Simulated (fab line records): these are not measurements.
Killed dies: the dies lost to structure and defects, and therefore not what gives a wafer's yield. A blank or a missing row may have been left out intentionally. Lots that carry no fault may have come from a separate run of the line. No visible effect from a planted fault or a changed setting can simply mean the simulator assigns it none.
8D (eight disciplines) problem report, filled in by code / flow gf180mcu / the parts of the form that need people (team, actions taken, sign-off) are left out

## 1. WHAT WENT WRONG
GF_V4_CMP_04, time_to_endpoint_s: mean 20 s over 1 wafer from 1 lot; wafers with no fault: 80 s, standard deviation 6.1. Relative to the usual mean, that is a shift of -9.8 standard deviations.
The step: polishes SiO2.
First observed at day 25 07:35: wafer L329.3, on cmp-02. Wafers with a number at this step in the record: 39, from 13 lots. By rule, "out" or "out of limits" means more than 4 standard deviations away from the usual mean. All remaining wafers that have a number are taken as sound.

## 2. WHAT THIS IS AND IS NOT
question=which readings at this step | is=time_to_endpoint_s | is not=motor_current_A
question=which lots | is=L329 | is not=L325, L326, L327, L328, L339, L340, L341, L342, L343, L346, L347, L348
question=which wafers of those lots | is=L329.3 | is not=L329.2, L329.5
question=read on which tools | is=cmp-02 | is not=cmp-01
question=when | is=from day 25 07:35 | is not=up to then (14 sound wafers); but 24 sound wafers of L339, L340, L341, L342, L343, L346, L347, L348 came after

## 3. SUSPECTS, AND WHAT RULES EACH OUT
Counting: if a tool at a process step up to the reading ran every lot that is out, it stays a suspect. Sound lots after the first of them don't rule it out here, since some wafers of a struck lot are sound.
- cmp-02 at GF_V4_CMP_04 (polishes SiO2): kept. It processed L329, the lot that is out, at day 25 07:35, and its most recent sound lot before then was L328 at day 24 10:29. Out on those wafers are its own readings of time_to_endpoint_s.
- cmp-02, GF_V4_CMP_04: wafers that are out in chamber 1, sound lot-mates in chambers 2, 3.
After counting, what remains is cmp-02 at GF_V4_CMP_04.

## 4. THE CAUSE (what the simulator had put in)
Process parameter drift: cmp-02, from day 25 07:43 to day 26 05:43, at GF_V4_CMP_04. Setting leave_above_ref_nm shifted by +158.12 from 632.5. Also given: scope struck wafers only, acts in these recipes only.
Counting left only this tool.

## 5. THE EFFECT CHAIN, in route order
Each row: a reading whose mean over the struck wafers that have a number lies more than 3 standard deviations from the usual. Only readings for which the record gives a usual standard deviation are gone through. hours: the time from each lot's start at the first step in this table that gives one to its start at this step, as a median over the lots. sigmas: the change in usual standard deviations.
hours=0; step=GF_V4_CMP_04; reading=time_to_endpoint_s; usual=80 s; on struck wafers=20; change=-60; sigmas=-9.8
hours=-; step=GF_V4_ETCH_17; reading=oes_product_au; usual=0.856 a.u.; on struck wafers=0.983; change=+0.127; sigmas=+26
It contains these process steps:
- GF_V4_CMP_04: polishes SiO2.
- GF_V4_ETCH_17: etches SiO2 in C4F8/O2/Ar, stops on TiN, target depth 630 nm.

## 6. HOW IT WOULD HAVE BEEN CAUGHT EARLIER
In this record the first reading out of limits was taken at day 25 07:35.
